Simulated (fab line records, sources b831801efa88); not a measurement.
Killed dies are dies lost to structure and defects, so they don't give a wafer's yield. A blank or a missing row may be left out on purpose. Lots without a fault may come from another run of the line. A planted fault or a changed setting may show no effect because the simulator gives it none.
Problem report in the 8D (eight disciplines) form, filled by code | flow sky130 | the parts of the form that need people (team, actions taken, sign-off) are left out

1. THE PROBLEM
tilt_deg at SKY_LDD_N_IMPLANT_13 reads a mean of -0.015 degrees on 9 wafers of 3 lots; wafers without a fault read 29.996 degrees with a standard deviation of 0.02. That is -99 or more standard deviations from the usual mean.
First seen on wafer L125.2, day 23 06:53, on implanter-02. The record holds 21 wafers of 7 lots with a number at this step. Rule for "out", or "out of limits": more than 4 standard deviations from the usual mean. The other wafers with a number count as sound.

2. WHAT IT IS AND WHAT IT IS NOT
question                    | is                     | is not
which readings at this step | tilt_deg               | -
which lots                  | L125, L126, L128       | L113, L129, L130, L132
which wafers of those lots  | all that have a number | -
read on which tools         | implanter-02           | implanter-01
when                        | from day 23 06:53      | up to then (3 sound wafers); but 9 sound wafers of L129, L130, L132 came after

3. SUSPECTS, AND WHAT RULES EACH OUT
Counting: a tool at a process step up to the reading stays a suspect if it ran every lot that is out and no sound lot after the first of them.
- implanter-02 at SKY_LDD_N_IMPLANT_13: kept. It ran every lot that is out, first L125 (day 23 06:53), and no sound lot after that; its last sound lot up to then is L113 (day 18 15:27). Its own readings are out on those wafers: tilt_deg.
Left after counting: implanter-02 at SKY_LDD_N_IMPLANT_13.

4. THE CAUSE (what the simulator had put in)
Process parameter drift: implanter-02, from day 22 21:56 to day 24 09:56, at SKY_LDD_N_IMPLANT_13. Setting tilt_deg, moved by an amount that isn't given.
Counting left only this tool.

5. THE CHAIN OF EFFECTS, in route order
Each row: a reading whose mean over the struck wafers that have a number lies more than 3 standard deviations from the usual. Only readings for which the record gives a usual standard deviation are gone through. hours: the time from each lot's start at the first step in this table that gives one to its start at this step, as a median over the lots. sigmas: the change in usual standard deviations.
hours | step                 | reading  | usual          | on struck wafers | change  | sigmas
0     | SKY_LDD_N_IMPLANT_13 | tilt_deg | 29.996 degrees | -0.015           | -30.011 | -99 or more
The process steps in it:
- SKY_LDD_N_IMPLANT_13

6. WHAT WOULD HAVE CAUGHT IT SOONER
In this record the first reading out of limits was taken at day 23 06:53, 9 hours after the fault began at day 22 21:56.
